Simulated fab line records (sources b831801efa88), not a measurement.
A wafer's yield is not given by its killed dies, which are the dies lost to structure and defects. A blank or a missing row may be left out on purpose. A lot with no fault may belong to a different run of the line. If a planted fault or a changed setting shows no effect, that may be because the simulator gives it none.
fab line records	flow sky130
[record] lots = 10	wafers = 30	last-day = 51
route steps=708 shown GATE_OXIDE@189 POLY_GATE@227 CAP2M@605
lots untouched by any fault: they come from a run of this same line in which no faults occurred
start-h: hours from the record's first day to the start of the lot's first wafer shown	wait-h: hours from the lot's prior step to this one	" same as the row above	L1.1+2: several wafers, shown together as one row	- no value, or no start was given	* or withheld: withheld	< > ~ a bound
route shown NAME@n: a module of which the file shows steps, and the number in the route of the first	usual: mean/standard deviation of fault-free wafers	same: alike in all rows	chamber/n: place in a boat	sites: the reading at each site	_std_site: their standard deviation	_edge_site: the outer-site mean with the inner-site mean subtracted	radius-mm: how far each site lies from the wafer's centre	mask NAME#n: copy n	behind: the tool/chamber that last shaped the wafer	hold: why the lot went on hold/how many hours it stayed there/how the hold came to an end	device: the transistor (n, p or np) that didn't switch	end of line: the same wafers' tests at the end of the route	a step given without rows: its recipe and nothing more	killed: dies that structure and defects cost at the first sort, which is not the same as the wafer's yield	map: a wafer's dies, marking killed ones x, the rest . and places with no die _
set.NAME: the run value of the setting; set.NAME@STEP: its run value at that earlier step	model.NAME: the simulator's own value behind a step, which no gauge read
the route's steps for a sample of lots (tables are steps, rows are wafers)
services: the hour from which a tool's chamber was out of use, counted from the record's first day as start-h (under 0 if before that day), plus the number of hours and why
[[steps]]
[step SKY_GATE_OXIDE_THK_MEAS_02]
[recipe] reads = SiO2_of_GATE_OXIDE_OXIDATION_01
[usual] GATE_OXIDE_OXIDATION_00_THK = 10.27/0.2
lot.wafer	tool	chamber	start-h	wait-h	GATE_OXIDE_OXIDATION_00_THK[nm]
L773.3	film-metro-03	-	286.41	0.0	10.33
L773.4	"	-	"	"	10.27
L773.6	"	-	"	"	10.16
L776.1	film-metro-04	-	307.18	0.0	9.55
L776.2	"	-	"	"	9.61
L776.5	"	-	"	"	9.64
L777.1	film-metro-04	-	315.38	0.0	10.25
L777.3	"	-	"	"	10.25
L777.5	"	-	"	"	10.22
L779.2	film-metro-02	-	329.05	0.0	10.11
L779.3	"	-	"	"	10.01
L779.4	"	-	"	"	9.91
L780.2	film-metro-03	-	337.70	0.0	9.93
L780.3	"	-	"	"	10.07
L780.6	"	-	"	"	10.11
L782.1	film-metro-03	-	351.96	0.0	10.25
L782.4	"	-	"	"	10.39
L782.6	"	-	"	"	10.52
L788.1	film-metro-03	-	403.04	0.0	10.44
L788.2	"	-	"	"	10.38
L788.5	"	-	"	"	10.20
L792.1	film-metro-04	-	438.15	0.0	10.31
L792.3	"	-	"	"	10.19
L792.4	"	-	"	"	10.29
L795.2	film-metro-03	-	462.22	0.0	10.41
L795.4	"	-	"	"	10.45
L795.5	"	-	"	"	10.64
L796.1	film-metro-04	-	492.32	0.0	10.35
L796.3	"	-	"	"	10.33
L796.6	"	-	"	"	10.40
[step SKY_POLY_GATE_CD_MEAS_13]
[recipe] target-cd-nm = 150
[usual] cd-nm = 149.9/1.6
lot.wafer	tool	chamber	start-h	wait-h	cd-nm
L773.3	cd-sem-02	-	370.43	-	149.8
L773.4	"	-	"	"	149.9
L773.6	"	-	"	"	149.2
L776.1	cd-sem-01	-	395.45	-	152.7
L776.2	"	-	"	"	151.8
L776.5	"	-	"	"	152.9
L777.1	cd-sem-01	-	404.44	-	148.3
L777.3	"	-	"	"	148.9
L777.5	"	-	"	"	149.6
L779.2	cd-sem-02	-	421.16	-	149.1
L779.3	"	-	"	"	148.8
L779.4	"	-	"	"	150.3
L780.2	cd-sem-02	-	430.66	-	149.4
L780.3	"	-	"	"	149.0
L780.6	"	-	"	"	148.0
L782.1	cd-sem-01	-	446.60	-	149.5
L782.4	"	-	"	"	147.9
L782.6	"	-	"	"	147.8
L788.1	cd-sem-02	-	498.45	-	150.0
L788.2	"	-	"	"	151.4
L788.5	"	-	"	"	151.0
L792.1	cd-sem-01	-	535.20	-	152.1
L792.3	"	-	"	"	152.2
L792.4	"	-	"	"	152.4
L795.2	cd-sem-02	-	559.37	-	151.3
L795.4	"	-	"	"	150.6
L795.5	"	-	"	"	151.1
L796.1	cd-sem-02	-	586.80	-	151.7
L796.3	"	-	"	"	150.8
L796.6	"	-	"	"	150.8
[step SKY_POLY_GATE_ETCH_15]
[recipe] chemistry = N2/H2	target = BARC	ion-energy-ev = 200	source-w = 500	bias-w = 100	pressure-mtorr = 30	n2-flow-sccm = 100	h2-flow-sccm = 200	stop-on = SiO2	time-s = 118.5	target-depth-a = 1100
[usual] chamber-pressure-mTorr = 30.003/0.025	drypump-motor-current-A = 5.7/0.43	oes-product-au = 0.717/0.0045	throttle-valve-pct = 13.214/0.0092
lot.wafer	tool	chamber	start-h	wait-h	chamber-pressure-mTorr	drypump-motor-current-A	oes-product-au	rf-hours-counter-h	throttle-valve-pct
L773.3	rie-diel-03	3	370.54	0.0	29.978	6.3	0.719	31	13.221
L773.4	"	2	"	"	29.982	5.4	0.714	10	13.205
L773.6	"	3	"	"	30.038	6.3	0.716	-	13.213
L776.1	rie-diel-04	3	395.60	0.0	29.941	5.6	0.710	92	13.212
L776.2	"	0	"	"	30.019	5.3	0.715	4	13.209
L776.5	"	1	"	"	29.986	4.9	0.712	-	13.208
L777.1	rie-diel-03	0	404.59	0.0	30.035	6.4	0.719	9	13.215
L777.3	"	3	"	"	30.036	6.3	0.720	32	13.230
L777.5	"	0	"	"	30.013	6.3	0.718	-	13.210
L779.2	rie-diel-04	1	421.29	0.0	29.981	4.9	0.719	5	13.221
L779.3	"	0	"	"	29.979	5.3	0.714	4	13.197
L779.4	"	2	"	"	30.015	5.4	0.714	8	13.214
L780.2	rie-diel-03	3	430.79	0.0	30.052	6.3	0.722	32	13.208
L780.3	"	0	"	"	29.993	6.3	0.714	10	13.211
L780.6	"	1	"	"	30.000	5.1	0.713	-	13.220
L782.1	rie-diel-04	0	446.75	0.0	29.984	5.3	0.721	5	13.223
L782.4	"	3	"	"	30.037	5.6	0.717	94	13.206
L782.6	"	3	"	"	30.042	5.6	0.714	-	13.213
L788.1	rie-diel-03	2	498.60	0.0	29.986	5.4	0.724	12	13.199
L788.2	"	3	"	"	29.942	6.3	0.718	33	13.221
L788.5	"	0	"	"	30.022	6.4	0.718	-	13.225
L792.1	rie-diel-03	2	535.35	0.0	30.023	5.4	0.712	13	13.207
L792.3	"	1	"	"	30.001	5.1	0.713	3	13.198
L792.4	"	3	"	"	29.991	6.3	0.714	-	13.210
L795.2	rie-diel-01	1	559.50	0.0	29.982	5.9	0.722	7	13.221
L795.4	"	2	"	"	29.976	5.9	0.716	13	13.219
L795.5	"	2	"	"	29.979	5.9	0.716	-	13.221
L796.1	rie-diel-01	1	586.95	0.0	30.008	6.0	0.719	8	13.207
L796.3	"	0	"	"	29.952	5.6	0.716	6	13.204
L796.6	"	2	"	"	30.033	5.9	0.705	-	13.230
[step SKY_CAP2M_SPUTTER_02]
[recipe] material = TiN	target-thk-nm = 200	temp-c = 300	power-w = 6500	time-s = 166.7	chamber-pressure-pa = 0.4
[usual] throttle-valve-pct = 30.0/1.1
lot.wafer	tool	chamber	start-h	wait-h	throttle-valve-pct
L773.3	pvd-sputter-03	-	929.35	0.0	30.5
L773.4	"	-	"	"	29.1
L773.6	"	-	"	"	31.0
L776.1	pvd-sputter-03	-	948.79	0.1	29.1
L776.2	"	-	"	"	30.5
L776.5	"	-	"	"	31.0
L777.1	pvd-sputter-03	-	956.50	0.1	30.6
L777.3	"	-	"	"	29.9
L777.5	"	-	"	"	29.2
L779.2	pvd-sputter-02	-	970.40	0.0	30.2
L779.3	"	-	"	"	27.5
L779.4	"	-	"	"	29.5
L780.2	pvd-sputter-01	-	980.50	0.0	30.0
L780.3	"	-	"	"	31.0
L780.6	"	-	"	"	29.8
L782.1	pvd-sputter-02	-	990.40	0.1	30.4
L782.4	"	-	"	"	27.4
L782.6	"	-	"	"	30.3
L788.1	pvd-sputter-03	-	1028.45	0.1	29.2
L788.2	"	-	"	"	30.5
L788.5	"	-	"	"	31.0
L792.1	pvd-sputter-03	-	1055.63	0.1	29.2
L792.3	"	-	"	"	30.6
L792.4	"	-	"	"	30.8
L795.2	pvd-sputter-01	-	1073.19	0.0	30.8
L795.4	"	-	"	"	31.1
L795.5	"	-	"	"	30.0
L796.1	pvd-sputter-01	-	1102.55	0.1	29.8
L796.3	"	-	"	"	31.1
L796.6	"	-	"	"	30.9
[step SKY_CAP2M_RS_MEAS_03]
[recipe] thk-meas-gauge = four-point-probe	reads = TiN_of_CAP2M_SPUTTER_02
[usual] CAP2M_TIN_RS = 6.97/0.098
lot.wafer	tool	chamber	start-h	wait-h	CAP2M_TIN_RS[ohm/sq]
L773.3	film-metro-03	-	929.50	0.1	6.88
L773.4	"	-	"	"	7.06
L773.6	"	-	"	"	7.05
L776.1	film-metro-03	-	948.90	0.1	6.90
L776.2	"	-	"	"	6.78
L776.5	"	-	"	"	6.95
L777.1	film-metro-01	-	956.61	0.1	6.98
L777.3	"	-	"	"	7.02
L777.5	"	-	"	"	7.06
L779.2	film-metro-03	-	970.53	0.1	6.84
L779.3	"	-	"	"	7.00
L779.4	"	-	"	"	6.81
L780.2	film-metro-03	-	980.63	0.1	7.08
L780.3	"	-	"	"	6.99
L780.6	"	-	"	"	7.11
L782.1	film-metro-03	-	990.51	0.1	7.00
L782.4	"	-	"	"	7.14
L782.6	"	-	"	"	6.96
L788.1	film-metro-03	-	1028.56	0.1	11.02
L788.2	"	-	"	"	6.93
L788.5	"	-	"	"	7.07
L792.1	film-metro-03	-	1055.74	0.1	10.86
L792.3	"	-	"	"	6.82
L792.4	"	-	"	"	6.91
L795.2	film-metro-03	-	1073.32	0.1	6.79
L795.4	"	-	"	"	6.99
L795.5	"	-	"	"	6.84
L796.1	film-metro-01	-	1102.65	0.1	6.91
L796.3	"	-	"	"	7.06
L796.6	"	-	"	"	6.94
[step SKY_CAP2M_THK_MEAS_04]
[recipe] thk-meas-gauge = xrf	reads = TiN_of_CAP2M_SPUTTER_02
[usual] CAP2M_TIN_THK = 197.8/2.6
lot.wafer	tool	chamber	start-h	wait-h	CAP2M_TIN_THK[nm]
L773.3	film-metro-03	-	929.60	0.1	199.1
L773.4	"	-	"	"	194.0
L773.6	"	-	"	"	194.1
L776.1	film-metro-03	-	949.02	0.1	199.8
L776.2	"	-	"	"	202.7
L776.5	"	-	"	"	197.8
L777.1	film-metro-01	-	956.73	0.1	198.8
L777.3	"	-	"	"	197.1
L777.5	"	-	"	"	196.2
L779.2	film-metro-03	-	970.64	0.1	200.8
L779.3	"	-	"	"	196.8
L779.4	"	-	"	"	201.3
L780.2	film-metro-03	-	980.74	0.1	194.7
L780.3	"	-	"	"	197.6
L780.6	"	-	"	"	194.5
L782.1	film-metro-03	-	990.63	0.1	197.1
L782.4	"	-	"	"	193.2
L782.6	"	-	"	"	197.8
L788.1	film-metro-03	-	1028.68	0.1	126.7
L788.2	"	-	"	"	199.0
L788.5	"	-	"	"	195.1
L792.1	film-metro-03	-	1055.86	0.1	128.0
L792.3	"	-	"	"	201.8
L792.4	"	-	"	"	200.3
L795.2	film-metro-03	-	1073.43	0.1	202.8
L795.4	"	-	"	"	197.2
L795.5	"	-	"	"	201.1
L796.1	film-metro-01	-	1102.77	0.1	199.6
L796.3	"	-	"	"	194.8
L796.6	"	-	"	"	199.1
[step SKY_CAP2M_METAL_ETCH_13]
[recipe] target-depth-nm = 220	stop-on = SiO2	chemistry = Cl2/BCl3	target = TiN	pressure-mtorr = 10	icp-w = 900	bias-w = 48.5	Cl2_flow_sccm = 60	bcl3-flow-sccm = 30	time-s = 62.9
[usual] bcl3-flow-sccm = 30.01/0.09	chamber-pressure-mTorr = 10.000/0.012	drypump-motor-current-A = 5.5/0.34	oes-product-au = 0.937/0.009	throttle-valve-pct = 21.904/0.011
lot.wafer	tool	chamber	start-h	wait-h	bcl3-flow-sccm	chamber-pressure-mTorr	drypump-motor-current-A	oes-product-au	rf-hours-counter-h	throttle-valve-pct
L773.3	rie-metal-02	1	953.75	0.0	30.01	10.001	6.0	0.954	-	21.899
L773.4	"	0	"	"	29.85	10.000	5.9	0.934	-	21.915
L773.6	"	1	"	"	30.14	10.021	6.0	0.931	-	21.896
L776.1	rie-metal-01	1	973.37	0.0	29.95	9.983	5.4	0.946	7	21.891
L776.2	"	0	"	"	29.88	9.987	5.4	0.954	13	21.902
L776.5	"	1	"	"	29.89	10.001	5.4	0.936	-	21.891
L777.1	rie-metal-02	0	980.57	0.0	30.10	10.008	5.8	0.940	0	21.915
L777.3	"	1	"	"	29.96	10.006	6.0	0.933	-	21.913
L777.5	"	1	"	"	30.02	10.010	6.0	0.937	-	21.918
L779.2	rie-metal-02	0	993.93	0.0	30.06	10.001	5.8	0.939	1	21.899
L779.3	"	0	"	"	29.91	9.994	5.8	0.928	-	21.893
L779.4	"	1	"	"	29.82	10.005	6.0	0.954	-	21.899
L780.2	rie-metal-03	1	1004.13	0.0	30.09	9.985	4.8	0.929	17	21.908
L780.3	"	1	"	"	29.96	9.997	4.8	0.943	-	21.909
L780.6	"	0	"	"	29.93	9.997	6.0	0.929	-	21.925
L782.1	rie-metal-03	1	1013.43	0.0	30.08	10.009	4.8	0.942	17	21.921
L782.4	"	0	"	"	30.12	10.007	6.0	0.924	-	21.924
L782.6	"	1	"	"	29.88	9.987	4.9	0.933	-	21.907
L788.1	rie-metal-01	0	1049.82	0.0	30.06	9.982	5.4	0.736	17	22.004
L788.2	"	1	"	"	30.03	10.010	5.4	0.947	10	21.891
L788.5	"	1	"	"	29.95	9.986	5.4	0.940	-	21.895
L792.1	rie-metal-01	0	1076.28	0.0	30.12	10.003	5.4	0.741	19	22.033
L792.3	"	0	"	"	30.11	10.002	5.4	0.950	-	21.896
L792.4	"	1	"	"	29.91	9.992	5.4	0.935	-	21.923
L795.2	rie-metal-02	0	1093.98	0.0	30.12	10.018	5.9	0.957	7	21.907
L795.4	"	1	"	"	30.00	10.024	6.0	0.929	-	21.898
L795.5	"	1	"	"	29.91	9.992	6.0	0.947	-	21.904
L796.1	rie-metal-01	0	1121.52	0.0	30.07	9.990	5.4	0.941	23	21.897
L796.3	"	1	"	"	30.09	10.001	5.4	0.932	-	21.914
L796.6	"	1	"	"	29.91	10.000	5.5	0.944	-	21.905
[[services]]
tool	chamber	start-h	hours	kind
rie-metal-02	-	348.30	0.2	repair
rie-diel-03	-	420.24	2.8	pm
rie-diel-03	-	425.68	0.6	repair
rie-diel-03	3	431.52	7.0	repair
rie-metal-02	0	437.57	102.7	repair
rie-diel-03	0	439.81	5.2	repair
rie-diel-03	2	464.69	14.3	repair
rie-diel-03	0	477.36	17.5	repair
pvd-sputter-03	-	505.15	21.2	repair
rie-metal-02	1	526.45	3.8	repair
pvd-sputter-03	-	527.14	1.8	repair
rie-diel-03	0	534.09	1.3	repair
rie-metal-02	-	568.89	1.0	repair
rie-metal-02	-	569.92	0.4	repair
pvd-sputter-03	-	579.22	1.2	repair
rie-diel-03	-	739.79	14.6	pm
pvd-sputter-03	-	741.38	0.8	repair
rie-diel-03	1	788.88	2.7	repair
rie-diel-03	2	880.46	2.4	repair
rie-diel-03	-	923.75	27.5	repair
rie-diel-03	-	1040.63	0.5	repair
rie-diel-03	-	1070.77	1.0	repair
rie-diel-03	0	1073.21	6.5	repair
pvd-sputter-03	-	1115.15	1.0	repair
[[key]]
[first-sign] step = SKY_CAP2M_RS_MEAS_03	reading = CAP2M_TIN_RS	direction = up	sigmas = 40	usual = 6.97	struck = 10.94
[effect] step = SKY_CAP2M_THK_MEAS_04	reading = CAP2M_TIN_THK	direction = down	sigmas = 27	usual = 197.8	struck = 127.4
[effect] step = SKY_CAP2M_METAL_ETCH_13	reading = oes-product-au	direction = down	sigmas = 22	usual = 0.937	struck = 0.739
met-at SKY_CAP2M_SPUTTER_02
struck-lots L788,L792
struck-wafers L788.1,L792.1
not-acting-at SKY_GATE_OXIDE_THK_MEAS_02,SKY_POLY_GATE_CD_MEAS_13,SKY_POLY_GATE_ETCH_15
onset-between 956.50 1028.45
[fault] kind = process-parameter-drift	tool = pvd-sputter-03	chamber = -	onset-h = 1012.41	steps = SKY_CAP2M_SPUTTER_02	channel = target-thk-nm	offset = -70.631	shape = step	end-h = 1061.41	scope = struck-wafers-only	acts-in = these-recipes-only	stated = 200
